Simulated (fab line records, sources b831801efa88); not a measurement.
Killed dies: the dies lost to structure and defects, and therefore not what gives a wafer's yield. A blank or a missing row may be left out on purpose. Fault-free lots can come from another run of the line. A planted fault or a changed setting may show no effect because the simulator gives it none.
Chamber matching    flow sky130    4 sister chambers for SKY_VIA1_CMP_24 on cmp-01
The step polishes, stops on SiO2, t overpolish 15 s, target thk 0 nm. 4 wafers are shown with their chamber, then 12 later ones without.

== WAFERS, EACH WITH ITS CHAMBER ==
wafer   chamber  motor-current-A (A)
L090.2  0        13.3
L091.1  2        11.7
L091.4  3        10.1
L091.5  1        10.8

== WAFERS WITHOUT THEIR CHAMBER ==
wafer   motor-current-A (A)
L092.3  9.9
L092.4  14.5
L092.5  11.2
L093.1  11.6
L093.2  13.8
L093.5  11.2
L094.1  14.9
L094.5  10.9
L094.6  13.7
L095.1  9.7
L095.3  14.1
L095.4  10.9

== EACH ONE'S CHAMBER ==
wafer   from the rows above           in truth
L092.3  can't be placed: 3 or 1       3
L092.4  0                             0
L092.5  can't be placed: 1 or 2 or 3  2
L093.1  can't be placed: 2 or 1       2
L093.2  0                             0
L093.5  can't be placed: 1 or 2 or 3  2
L094.1  0                             0
L094.5  can't be placed: 1 or 2 or 3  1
L094.6  0                             0
L095.1  can't be placed: 3 or 1       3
L095.3  0                             0
L095.4  can't be placed: 1 or 2 or 3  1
Placed correctly: 5 of 12. From these rows, 7 cannot be placed; in 7 the true chamber is one of the candidates. Placed wrongly: 0.
How it was worked out, from the rows above alone: a wafer's distance from a chamber is the root of the sum, over the readings, of the square of ((its reading less the chamber's mean) divided by the reading's scatter). The wafer belongs to the nearest chamber; if the next one is less than 2 further off, it can't be placed. The mean given for a chamber averages the wafers shown for that chamber. The scatter: root of mean squared gap, hidden wafer to nearest shown wafer, with one shown wafer a chamber.
